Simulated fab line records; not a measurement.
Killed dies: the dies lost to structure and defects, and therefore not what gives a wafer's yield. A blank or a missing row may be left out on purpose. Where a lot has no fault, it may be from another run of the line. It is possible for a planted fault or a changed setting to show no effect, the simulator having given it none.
Problem report, 8D (eight disciplines) form, completed by code + flow sfqLine + the parts of the form that need people (team, actions taken, sign-off) are left out

1. WHAT WENT WRONG
Mean of oesProductAu at SFQ_TRILAYER_I2_VIA_BARC_OPEN_VIA_ETCH_096: 0.884 a.u. across 6 wafers in 2 lots; on wafers with no fault it is 0.686 a.u. (standard deviation 0.0046). That is +43 standard deviations from the usual mean.
The step: etches BARC in O2, target depth 125 nm, time 41.7 s.
Seen first at day 29 08:52 on rieDiel-01, wafer L196.1. Wafers with a number at this step in the record: 42, from 14 lots. The rule behind "out" and "out of limits": a value lying over 4 standard deviations away from the usual mean. All remaining wafers that have a number are taken as sound.

2. WHAT IT IS, WHAT IT ISN'T
| question                    | is                       | is not                                                                                 |
|-----------------------------|--------------------------|----------------------------------------------------------------------------------------|
| which readings at this step | oesProductAu, runLengthS | -                                                                                      |
| which lots                  | L196, L197               | L181, L182, L183, L184, L185, L186, L187, L188, L198, L200, L203, L204                 |
| which wafers of those lots  | all that have a number   | -                                                                                      |
| read on which tools         | rieDiel-01               | rieDiel-03, rieDiel-04                                                                 |
| when                        | from day 29 08:52        | up to then (24 sound wafers); but 12 sound wafers of L198, L200, L203, L204 came after |

3. WHAT RULES OUT EACH SUSPECT
Counting: any tool at a process step up to the reading is kept as a suspect provided that every lot that is out went through it and no sound lot did after the first of them.
- rieDiel-01 at SFQ_TRILAYER_I2_VIA_BARC_OPEN_VIA_ETCH_096 (etches BARC in O2, target depth 125 nm, time 41.7 s): ruled out as a lasting fault. After its first lot that is out, L196 (day 29 08:52), sound lots L204 ran on it.
Left after counting: nothing in the record.

4. THE CAUSE (what the simulator had put in)
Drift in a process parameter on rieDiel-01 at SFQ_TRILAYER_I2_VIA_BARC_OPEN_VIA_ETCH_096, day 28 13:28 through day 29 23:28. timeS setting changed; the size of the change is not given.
Counting ruled it out, wrongly.

5. SEQUENCE OF EFFECTS, ordered by route
One row per reading whose mean, taken over the struck wafers that have a number, lies over 3 standard deviations from the usual. Only readings for which the record gives a usual standard deviation are gone through. hours: the time from each lot's start at the first step in this table that gives one to its start at this step, as a median over the lots. sigmas: the change in usual standard deviations.
| hours | step                                       | reading      | usual      | on struck wafers | change | sigmas |
|-------|--------------------------------------------|--------------|------------|------------------|--------|--------|
| 0     | SFQ_TRILAYER_I2_VIA_BARC_OPEN_VIA_ETCH_096 | oesProductAu | 0.686 a.u. | 0.884            | +0.198 | +43    |
| 0     | SFQ_TRILAYER_I2_VIA_BARC_OPEN_VIA_ETCH_096 | runLengthS   | 69.8 s     | 58.4             | -11.4  | -24    |
It contains these process steps:
- SFQ_TRILAYER_I2_VIA_BARC_OPEN_VIA_ETCH_096: etches BARC in O2, target depth 125 nm, time 41.7 s.

6. HOW IT WOULD HAVE BEEN CAUGHT EARLIER
The fault began at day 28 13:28; the first out-of-limits reading in this record came at day 29 08:52, 19 hours later.
